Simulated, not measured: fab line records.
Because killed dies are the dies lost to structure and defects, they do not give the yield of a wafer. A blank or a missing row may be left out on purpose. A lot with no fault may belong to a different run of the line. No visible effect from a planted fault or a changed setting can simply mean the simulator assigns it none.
fab line records + flow gf180mcu
[record]
- lots = 13
- wafers = 39
- lastDay = 34
route steps=602 shown MVSD@74 SALICIDE@283 CONTACT@290
lots that met no fault: taken from a fault-free run of the same line
startH: start of the lot's first displayed wafer, in hours after the record's first day + waitH: time in hours since the lot's previous step + " identical to the entry in the row above + L1.1+2: one row covering several wafers at once + - no value, or no start was given + * or withheld: withheld + < > ~ a bound
route shown NAME@n: names a module that has steps shown in the file, with the first one's number in the route + usual: mean/standard deviation of fault-free wafers + same: alike in all rows + chamber/n: place in a boat + sites: each site's reading + _std_site: how widely they spread, as a standard deviation + _edge_site: inner sites' mean taken away from outer sites' mean + radiusMm: how far each site lies from the wafer's centre + mask NAME#n: copy n + behind: the last tool/chamber to shape the wafer + hold: what put the lot on hold/how long, in hours/how the hold closed + device: whichever transistor did not switch (one of n, p or np) + end of line: the tests these same wafers got at the end of their route + a step with no rows: only its recipe + killed: the dies lost at the first sort to structure and to defects; this is not the yield of the wafer + map: shows each die of a wafer: x if killed, . if not, _ if none is there
set.NAME: the setting as run; set.NAME@STEP: as run at that earlier step + model.NAME: the simulator's own value behind a step, which no gauge read
steps of the route over a sample of lots; a table a step, a row a wafer
services: the hour from which a tool's chamber was out of use, counted from the record's first day as startH (under 0 if before that day), plus the number of hours and why
[[steps]]
[step GF_MVSD_IMPLANT_08]
[recipe]
- species = P
- energyKev = 400
- doseCm2 = 1.6e+13
- tiltDeg = 0
[usual]
- doseIonsCm2 = 1.6001e+13/1.6e+10
- faradayCurrentUA = 90.2/1.8
| lot.wafer | tool         | chamber | startH | waitH | doseIonsCm2 | faradayCurrentUA |
|-----------|--------------|---------|--------|-------|-------------|------------------|
| L438.2    | implanter-01 | 0       | 83.79  | 0.3   | 1.6019e+13  | 88.7             |
| L438.3    | "            | 0       | "      | "     | 1.5981e+13  | 90.7             |
| L438.6    | "            | 0       | "      | "     | 1.5996e+13  | 89.5             |
| L439.3    | implanter-01 | 0       | 91.93  | 0.1   | 1.6011e+13  | 87.6             |
| L439.4    | "            | 0       | "      | "     | 1.5992e+13  | 90.7             |
| L439.5    | "            | 0       | "      | "     | 1.6016e+13  | 90.0             |
| L440.2    | implanter-04 | 0       | 96.00  | 0.0   | 1.601e+13   | 93.0             |
| L440.3    | "            | 0       | "      | "     | 1.5994e+13  | 89.3             |
| L440.6    | "            | 0       | "      | "     | 1.6013e+13  | 85.6             |
| L441.1    | implanter-02 | 0       | 100.62 | 0.0   | 1.5998e+13  | 88.6             |
| L441.3    | "            | 0       | "      | "     | 1.6013e+13  | 87.9             |
| L441.6    | "            | 0       | "      | "     | 1.6006e+13  | 89.1             |
| L442.1    | implanter-01 | 0       | 107.60 | 0.0   | 1.5998e+13  | 91.9             |
| L442.3    | "            | 0       | "      | "     | 1.6022e+13  | 90.3             |
| L442.4    | "            | 0       | "      | "     | 1.6027e+13  | 88.8             |
| L443.1    | implanter-04 | 0       | 113.08 | 0.0   | 1.6031e+13  | 88.3             |
| L443.3    | "            | 0       | "      | "     | 1.5988e+13  | 90.4             |
| L443.6    | "            | 0       | "      | "     | 1.5979e+13  | 91.1             |
| L446.1    | implanter-01 | 0       | 131.25 | 0.0   | 6.772e+12   | 38.5             |
| L446.3    | "            | 0       | "      | "     | 6.761e+12   | 37.7             |
| L446.4    | "            | 0       | "      | "     | 6.778e+12   | 38.2             |
| L448.1    | implanter-01 | 0       | 140.43 | 0.0   | 6.747e+12   | 39.4             |
| L448.2    | "            | 0       | "      | "     | 6.77e+12    | 37.9             |
| L448.3    | "            | 0       | "      | "     | 6.776e+12   | 39.8             |
| L455.1    | implanter-04 | 0       | 182.53 | 0.0   | 1.6008e+13  | 92.4             |
| L455.3    | "            | 0       | "      | "     | 1.6013e+13  | 90.2             |
| L455.4    | "            | 0       | "      | "     | 1.6011e+13  | 89.0             |
| L456.1    | implanter-02 | 0       | 186.13 | 0.0   | 1.5995e+13  | 92.4             |
| L456.2    | "            | 0       | "      | "     | 1.5985e+13  | 89.5             |
| L456.4    | "            | 0       | "      | "     | 1.5975e+13  | 89.4             |
| L457.1    | implanter-04 | 0       | 192.62 | 0.0   | 1.5999e+13  | 89.2             |
| L457.3    | "            | 0       | "      | "     | 1.6002e+13  | 89.4             |
| L457.6    | "            | 0       | "      | "     | 1.602e+13   | 89.6             |
| L458.3    | implanter-02 | 0       | 198.67 | 0.1   | 1.5991e+13  | 93.1             |
| L458.4    | "            | 0       | "      | "     | 1.5997e+13  | 88.8             |
| L458.6    | "            | 0       | "      | "     | 1.5993e+13  | 93.5             |
| L459.1    | implanter-04 | 0       | 205.02 | 0.0   | 1.6018e+13  | 88.7             |
| L459.3    | "            | 0       | "      | "     | 1.601e+13   | 88.2             |
| L459.6    | "            | 0       | "      | "     | 1.6027e+13  | 90.8             |
[step GF_MVSD_TW_MEAS_11]
[usual]
- MVSD_TW = 1572/13
| lot.wafer | tool         | chamber | startH | waitH | MVSD_TW |
|-----------|--------------|---------|--------|-------|---------|
| L438.2    | filmMetro-03 | -       | 84.17  | 0.1   | 1563    |
| L438.3    | "            | -       | "      | "     | 1559    |
| L438.6    | "            | -       | "      | "     | 1561    |
| L439.3    | filmMetro-03 | -       | 92.30  | 0.1   | 1554    |
| L439.4    | "            | -       | "      | "     | 1557    |
| L439.5    | "            | -       | "      | "     | 1565    |
| L440.2    | filmMetro-03 | -       | 96.39  | 0.1   | 1563    |
| L440.3    | "            | -       | "      | "     | 1564    |
| L440.6    | "            | -       | "      | "     | 1564    |
| L441.1    | filmMetro-01 | -       | 101.02 | 0.1   | 1577    |
| L441.3    | "            | -       | "      | "     | 1571    |
| L441.6    | "            | -       | "      | "     | 1570    |
| L442.1    | filmMetro-03 | -       | 108.00 | 0.1   | 1562    |
| L442.3    | "            | -       | "      | "     | 1569    |
| L442.4    | "            | -       | "      | "     | 1563    |
| L443.1    | filmMetro-03 | -       | 113.48 | 0.1   | 1572    |
| L443.3    | "            | -       | "      | "     | 1574    |
| L443.6    | "            | -       | "      | "     | 1574    |
| L446.1    | filmMetro-01 | -       | 131.65 | 0.1   | 1264    |
| L446.3    | "            | -       | "      | "     | 1256    |
| L446.4    | "            | -       | "      | "     | 1265    |
| L448.1    | filmMetro-04 | -       | 140.83 | 0.1   | 1266    |
| L448.2    | "            | -       | "      | "     | 1269    |
| L448.3    | "            | -       | "      | "     | 1274    |
| L455.1    | filmMetro-03 | -       | 182.93 | 0.1   | 1557    |
| L455.3    | "            | -       | "      | "     | 1562    |
| L455.4    | "            | -       | "      | "     | 1551    |
| L456.1    | filmMetro-01 | -       | 186.53 | 0.1   | 1574    |
| L456.2    | "            | -       | "      | "     | 1574    |
| L456.4    | "            | -       | "      | "     | 1572    |
| L457.1    | filmMetro-04 | -       | 193.02 | 0.1   | 1601    |
| L457.3    | "            | -       | "      | "     | 1596    |
| L457.6    | "            | -       | "      | "     | 1608    |
| L458.3    | filmMetro-01 | -       | 199.04 | 0.1   | 1588    |
| L458.4    | "            | -       | "      | "     | 1580    |
| L458.6    | "            | -       | "      | "     | 1582    |
| L459.1    | filmMetro-03 | -       | 205.42 | 0.1   | 1556    |
| L459.3    | "            | -       | "      | "     | 1564    |
| L459.6    | "            | -       | "      | "     | 1557    |
[step GF_VT_IMPLANT_RS_MEAS_46]
[recipe]
- thkMeasGauge = four-point-probe
[usual]
- MVSD_RS = 456.8/1
| lot.wafer | tool         | chamber | startH | waitH | MVSD_RS[ohm/sq] |
|-----------|--------------|---------|--------|-------|-----------------|
| L438.2    | filmMetro-01 | -       | 160.35 | 0.1   | 456.0           |
| L438.3    | "            | -       | "      | "     | 455.2           |
| L438.6    | "            | -       | "      | "     | 455.9           |
| L439.3    | filmMetro-03 | -       | 168.32 | 0.1   | 455.6           |
| L439.4    | "            | -       | "      | "     | 456.7           |
| L439.5    | "            | -       | "      | "     | 457.2           |
| L440.2    | filmMetro-03 | -       | 170.30 | 0.1   | 455.6           |
| L440.3    | "            | -       | "      | "     | 456.7           |
| L440.6    | "            | -       | "      | "     | 455.7           |
| L441.1    | filmMetro-01 | -       | 178.13 | 0.1   | 456.1           |
| L441.3    | "            | -       | "      | "     | 457.3           |
| L441.6    | "            | -       | "      | "     | 457.0           |
| L442.1    | filmMetro-01 | -       | 185.22 | 0.1   | 457.7           |
| L442.3    | "            | -       | "      | "     | 458.6           |
| L442.4    | "            | -       | "      | "     | 456.8           |
| L443.1    | filmMetro-01 | -       | 191.48 | 0.1   | 457.3           |
| L443.3    | "            | -       | "      | "     | 457.8           |
| L443.6    | "            | -       | "      | "     | 457.2           |
| L446.1    | filmMetro-04 | -       | 212.88 | 0.1   | 697.9           |
| L446.3    | "            | -       | "      | "     | 699.8           |
| L446.4    | "            | -       | "      | "     | 695.0           |
| L448.1    | filmMetro-01 | -       | 223.69 | 0.1   | 697.1           |
| L448.2    | "            | -       | "      | "     | 698.2           |
| L448.3    | "            | -       | "      | "     | 700.3           |
| L455.1    | filmMetro-03 | -       | 270.64 | 0.1   | 457.4           |
| L455.3    | "            | -       | "      | "     | 457.4           |
| L455.4    | "            | -       | "      | "     | 459.3           |
| L456.1    | filmMetro-01 | -       | 277.57 | 0.1   | 458.2           |
| L456.2    | "            | -       | "      | "     | 457.6           |
| L456.4    | "            | -       | "      | "     | 458.9           |
| L457.1    | filmMetro-01 | -       | 284.55 | 0.1   | 457.2           |
| L457.3    | "            | -       | "      | "     | 456.6           |
| L457.6    | "            | -       | "      | "     | 455.7           |
| L458.3    | filmMetro-01 | -       | 290.08 | 0.1   | 454.6           |
| L458.4    | "            | -       | "      | "     | 455.1           |
| L458.6    | "            | -       | "      | "     | 454.1           |
| L459.1    | filmMetro-04 | -       | 300.03 | 0.1   | 457.6           |
| L459.3    | "            | -       | "      | "     | 457.1           |
| L459.6    | "            | -       | "      | "     | 457.0           |
[step GF_SALICIDE_THK_MEAS_05]
[recipe]
- thkMeasGauge = xrf
- reads = TiN_of_SALICIDE_SPUTTER_03
[usual]
- SALICIDE_TIN_THK = 19.79/0.24
| lot.wafer | tool         | chamber | startH | waitH | SALICIDE_TIN_THK[nm] |
|-----------|--------------|---------|--------|-------|----------------------|
| L438.2    | filmMetro-03 | -       | 344.97 | 0.1   | 20.00                |
| L438.3    | "            | -       | "      | "     | 20.10                |
| L438.6    | "            | -       | "      | "     | 19.81                |
| L439.3    | filmMetro-01 | -       | 350.37 | 0.1   | 19.36                |
| L439.4    | "            | -       | "      | "     | 19.38                |
| L439.5    | "            | -       | "      | "     | 19.31                |
| L440.2    | filmMetro-01 | -       | 355.27 | 0.1   | 19.98                |
| L440.3    | "            | -       | "      | "     | 20.07                |
| L440.6    | "            | -       | "      | "     | 20.02                |
| L441.1    | filmMetro-03 | -       | 361.30 | 0.1   | 19.45                |
| L441.3    | "            | -       | "      | "     | 19.72                |
| L441.6    | "            | -       | "      | "     | 19.44                |
| L442.1    | filmMetro-02 | -       | 372.65 | 0.1   | 19.89                |
| L442.3    | "            | -       | "      | "     | 19.78                |
| L442.4    | "            | -       | "      | "     | 19.60                |
| L443.1    | filmMetro-01 | -       | 382.51 | 0.1   | 19.59                |
| L443.3    | "            | -       | "      | "     | 19.65                |
| L443.6    | "            | -       | "      | "     | 19.42                |
| L446.1    | filmMetro-02 | -       | 409.96 | 0.1   | 19.90                |
| L446.3    | "            | -       | "      | "     | 19.77                |
| L446.4    | "            | -       | "      | "     | 19.77                |
| L448.1    | filmMetro-01 | -       | 425.35 | 0.1   | 19.96                |
| L448.2    | "            | -       | "      | "     | 19.68                |
| L448.3    | "            | -       | "      | "     | 19.84                |
| L455.1    | filmMetro-01 | -       | 486.26 | 0.1   | 19.67                |
| L455.3    | "            | -       | "      | "     | 19.95                |
| L455.4    | "            | -       | "      | "     | 19.60                |
| L456.1    | filmMetro-02 | -       | 492.54 | 0.1   | 19.40                |
| L456.2    | "            | -       | "      | "     | 19.36                |
| L456.4    | "            | -       | "      | "     | 19.52                |
| L457.1    | filmMetro-01 | -       | 503.80 | 0.1   | 19.98                |
| L457.3    | "            | -       | "      | "     | 19.81                |
| L457.6    | "            | -       | "      | "     | 19.87                |
| L458.3    | filmMetro-02 | -       | 513.19 | 0.1   | 19.69                |
| L458.4    | "            | -       | "      | "     | 19.87                |
| L458.6    | "            | -       | "      | "     | 19.77                |
| L459.1    | filmMetro-03 | -       | 521.54 | 0.1   | 19.69                |
| L459.3    | "            | -       | "      | "     | 19.85                |
| L459.6    | "            | -       | "      | "     | 19.62                |
[step GF_CONTACT_THK_MEAS_03]
[recipe]
- reads = SiO2_of_CONTACT_CVD_02
[usual]
- CONTACT_CVD_02_THK = 861/11
| lot.wafer | tool         | chamber | startH | waitH | CONTACT_CVD_02_THK[nm] |
|-----------|--------------|---------|--------|-------|------------------------|
| L438.2    | filmMetro-03 | -       | 345.50 | 0.0   | 840                    |
| L438.3    | "            | -       | "      | "     | 858                    |
| L438.6    | "            | -       | "      | "     | 861                    |
| L439.3    | filmMetro-01 | -       | 350.91 | 0.1   | 875                    |
| L439.4    | "            | -       | "      | "     | 868                    |
| L439.5    | "            | -       | "      | "     | 863                    |
| L440.2    | filmMetro-01 | -       | 355.79 | 0.0   | 865                    |
| L440.3    | "            | -       | "      | "     | 869                    |
| L440.6    | "            | -       | "      | "     | 879                    |
| L441.1    | filmMetro-01 | -       | 361.86 | 0.1   | 847                    |
| L441.3    | "            | -       | "      | "     | 853                    |
| L441.6    | "            | -       | "      | "     | 857                    |
| L442.1    | filmMetro-01 | -       | 373.17 | 0.0   | 844                    |
| L442.3    | "            | -       | "      | "     | 857                    |
| L442.4    | "            | -       | "      | "     | 861                    |
| L443.1    | filmMetro-01 | -       | 383.04 | 0.0   | 858                    |
| L443.3    | "            | -       | "      | "     | 842                    |
| L443.6    | "            | -       | "      | "     | 859                    |
| L446.1    | filmMetro-03 | -       | 410.49 | 0.0   | 859                    |
| L446.3    | "            | -       | "      | "     | 853                    |
| L446.4    | "            | -       | "      | "     | 859                    |
| L448.1    | filmMetro-04 | -       | 425.97 | 0.0   | 844                    |
| L448.2    | "            | -       | "      | "     | 863                    |
| L448.3    | "            | -       | "      | "     | 863                    |
| L455.1    | filmMetro-04 | -       | 486.78 | 0.0   | 863                    |
| L455.3    | "            | -       | "      | "     | 854                    |
| L455.4    | "            | -       | "      | "     | 859                    |
| L456.1    | filmMetro-03 | -       | 493.16 | 0.0   | 851                    |
| L456.2    | "            | -       | "      | "     | 848                    |
| L456.4    | "            | -       | "      | "     | 872                    |
| L457.1    | filmMetro-03 | -       | 504.42 | 0.0   | 839                    |
| L457.3    | "            | -       | "      | "     | 843                    |
| L457.6    | "            | -       | "      | "     | 861                    |
| L458.3    | filmMetro-03 | -       | 514.30 | 0.2   | 854                    |
| L458.4    | "            | -       | "      | "     | 876                    |
| L458.6    | "            | -       | "      | "     | 883                    |
| L459.1    | filmMetro-04 | -       | 522.08 | 0.0   | 853                    |
| L459.3    | "            | -       | "      | "     | 853                    |
| L459.6    | "            | -       | "      | "     | 862                    |
[step GF_CONTACT_SPUTTER_23]
[recipe]
- material = TiN
- targetThkNm = 10
- chamberPressurePa = 5
- powerW = 4000
- timeS = 40
[usual]
- throttleValvePct = 29.8/0.88
| lot.wafer | tool          | chamber | startH | waitH | throttleValvePct |
|-----------|---------------|---------|--------|-------|------------------|
| L438.2    | pvdSputter-04 | -       | 368.05 | 0.0   | 28.9             |
| L438.3    | "             | -       | "      | "     | 29.4             |
| L438.6    | "             | -       | "      | "     | 28.9             |
| L439.3    | pvdSputter-04 | -       | 373.55 | 0.0   | 29.0             |
| L439.4    | "             | -       | "      | "     | 29.7             |
| L439.5    | "             | -       | "      | "     | 29.5             |
| L440.2    | pvdSputter-01 | -       | 379.00 | 0.0   | 30.1             |
| L440.3    | "             | -       | "      | "     | 30.1             |
| L440.6    | "             | -       | "      | "     | 31.6             |
| L441.1    | pvdSputter-04 | -       | 385.49 | 0.0   | 29.4             |
| L441.3    | "             | -       | "      | "     | 29.2             |
| L441.6    | "             | -       | "      | "     | 29.4             |
| L442.1    | pvdSputter-04 | -       | 398.04 | 0.0   | 29.1             |
| L442.3    | "             | -       | "      | "     | 29.3             |
| L442.4    | "             | -       | "      | "     | 28.7             |
| L443.1    | pvdSputter-04 | -       | 407.64 | 0.0   | 29.3             |
| L443.3    | "             | -       | "      | "     | 29.3             |
| L443.6    | "             | -       | "      | "     | 29.5             |
| L446.1    | pvdSputter-04 | -       | 435.81 | 0.0   | 29.5             |
| L446.3    | "             | -       | "      | "     | 29.2             |
| L446.4    | "             | -       | "      | "     | 29.3             |
| L448.1    | pvdSputter-04 | -       | 452.12 | 0.0   | 29.3             |
| L448.2    | "             | -       | "      | "     | 29.4             |
| L448.3    | "             | -       | "      | "     | 28.9             |
| L455.1    | pvdSputter-01 | -       | 511.51 | 0.0   | 29.9             |
| L455.3    | "             | -       | "      | "     | 30.3             |
| L455.4    | "             | -       | "      | "     | 31.6             |
| L456.1    | pvdSputter-04 | -       | 518.10 | 0.0   | 29.0             |
| L456.2    | "             | -       | "      | "     | 29.0             |
| L456.4    | "             | -       | "      | "     | 29.4             |
| L457.1    | pvdSputter-03 | -       | 529.66 | 0.0   | 28.6             |
| L457.3    | "             | -       | "      | "     | 30.6             |
| L457.6    | "             | -       | "      | "     | 28.9             |
| L458.3    | pvdSputter-03 | -       | 537.81 | 0.0   | 28.8             |
| L458.4    | "             | -       | "      | "     | 31.6             |
| L458.6    | "             | -       | "      | "     | 28.8             |
| L459.1    | pvdSputter-04 | -       | 546.34 | 0.0   | 29.5             |
| L459.3    | "             | -       | "      | "     | 28.8             |
| L459.6    | "             | -       | "      | "     | 29.5             |
[[services]]
| tool          | chamber | startH | hours | kind                  |
|---------------|---------|--------|-------|-----------------------|
| pvdSputter-03 | -       | 106.88 | 9.6   | repair                |
| pvdSputter-04 | -       | 128.71 | 1.6   | repair                |
| implanter-02  | -       | 134.95 | 3.7   | repair                |
| pvdSputter-04 | -       | 136.48 | 4.6   | repair                |
| pvdSputter-01 | -       | 155.39 | 8.0   | repair                |
| implanter-04  | -       | 167.52 | 3.9   | pm                    |
| implanter-04  | -       | 212.67 | 2.4   | repair                |
| implanter-01  | -       | 220.72 | 4.3   | pm                    |
| pvdSputter-01 | -       | 275.23 | 1.4   | repair                |
| pvdSputter-04 | -       | 275.93 | 3.5   | repair                |
| pvdSputter-01 | -       | 292.73 | 1.3   | repair                |
| implanter-04  | -       | 295.44 | 3.8   | pm                    |
| pvdSputter-04 | 0       | 330.45 | -     | consumableReplace:kit |
| pvdSputter-04 | 0       | 330.45 | 18.0  | scheduledDown         |
| pvdSputter-01 | -       | 331.83 | 11.2  | repair                |
| pvdSputter-03 | -       | 345.78 | 1.6   | repair                |
| implanter-01  | -       | 363.25 | 0.7   | repair                |
| implanter-01  | -       | 388.63 | 15.1  | pm                    |
| pvdSputter-03 | -       | 431.58 | 5.1   | repair                |
| pvdSputter-03 | -       | 434.67 | 1.9   | repair                |
| implanter-01  | -       | 444.37 | 1.8   | repair                |
| pvdSputter-03 | -       | 508.66 | 1.7   | repair                |
| pvdSputter-04 | -       | 528.02 | 3.0   | repair                |
| implanter-02  | -       | 531.73 | 4.0   | pm                    |
[[key]]
[firstSign]
- step = GF_MVSD_IMPLANT_08
- reading = doseIonsCm2
- direction = down
- sigmas = 99+
- usual = 1.6001e+13
- struck = 6.767e+12
[effect]
- step = GF_MVSD_IMPLANT_08
- reading = faradayCurrentUA
- direction = down
- sigmas = 29
- usual = 90.2
- struck = 38.6
[effect]
- step = GF_MVSD_TW_MEAS_11
- reading = MVSD_TW
- direction = down
- sigmas = 23
- usual = 1572
- struck = 1266
[effect]
- step = GF_VT_IMPLANT_RS_MEAS_46
- reading = MVSD_RS
- direction = up
- sigmas = 99+
- usual = 456.8
- struck = 698.1
metAt GF_MVSD_IMPLANT_08
struckLots L446,L448
testerLeftOut L446,L448
notActingAt GF_SALICIDE_THK_MEAS_05,GF_CONTACT_THK_MEAS_03,GF_CONTACT_SPUTTER_23
onsetBetween 107.60 131.25
[fault]
- kind = processParameterDrift
- tool = implanter-01
- chamber = -
- onsetH = 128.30
- steps = GF_MVSD_IMPLANT_08
- channel = doseCm2
- offset = -9.2391e+12
- shape = step
- endH = 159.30
- actsIn = theseRecipesOnly
- stated = 1.6e+13
// testerLeftOut: of these lots the tester's yield and bins aren't shown, on N5 and GAA mostly nor the transistor test; their killed dies are dies lost to structure and defects alone, not to doping, threshold or leakage, so they don't give the yield
